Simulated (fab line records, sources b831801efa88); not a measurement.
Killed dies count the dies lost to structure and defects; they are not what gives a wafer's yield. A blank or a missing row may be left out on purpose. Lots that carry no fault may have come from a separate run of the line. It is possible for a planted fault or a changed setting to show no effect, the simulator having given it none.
The tool behind it: which one?    flow gf180mcu    at 1 step of a route of 602, 13 lots with 39 wafers sampled

## WHAT THE GAUGES SHOWED, per wafer
GF_PSD_CD_MEAS_07: the cd target is 400 nm. Usual: cdNm 400.7 nm, standard deviation 2.3.
lot   measured      on        cdNm (nm)          flag
L368  day 15 06:49  cdSem-01  395.4 397.5 397.0  
L370  day 15 16:17  cdSem-01  400.0 400.7 403.6  
L371  day 15 18:53  cdSem-01  399.5 399.6 399.2  
L373  day 16 07:08  cdSem-01  400.5 398.9 399.2  
L372  day 16 10:14  cdSem-02  397.1 398.7 399.5  
L375  day 16 23:44  cdSem-02  401.2 403.8 402.0  
L374  day 17 08:51  cdSem-01  401.7 402.5 407.0  
L378  day 18 00:43  cdSem-01  399.3 401.0 400.4  
L379  day 18 08:41  cdSem-02  400.9 400.1 401.9  
L383  day 19 18:37  cdSem-02  402.2 400.9 398.3  
L388  day 21 09:40  cdSem-02  402.2 402.4 402.3  
L389  day 21 17:13  cdSem-02  406.3 405.6 403.7  
L390  day 21 22:57  cdSem-02  401.2 397.0 400.6  

## WHAT TOOL EACH LOT RAN ON (gives the tool, then ch and the chambers of the sampled wafers, and finally the start)
No process step before these readings appears in the record.

## WHAT THE TOOLS THEMSELVES READ (means of the sampled wafers that have a number; where no wafer has one, the mark that the record gives instead)
The record holds no such reading with a usual standard deviation.

## THE ANSWER, worked out from the rows above alone
Rule: take the mean of a lot's wafers that have a number; if it is more than 3 standard deviations from the usual mean, the lot is off. Also off: a lot with no number at a reading for which 4 or more lots have one. Where the step has rows for the other lots, those lots are counted as sound. The gauges are gone through in route order, then the tools' own readings, and for those a lot's mean is taken as printed above. At the first step where some lot is off, the reading lying furthest off is the one used; lots without a number count as furthest.
None of the lots is off at any reading shown; this tells nothing.

## WHAT THE SIMULATOR PUT IN
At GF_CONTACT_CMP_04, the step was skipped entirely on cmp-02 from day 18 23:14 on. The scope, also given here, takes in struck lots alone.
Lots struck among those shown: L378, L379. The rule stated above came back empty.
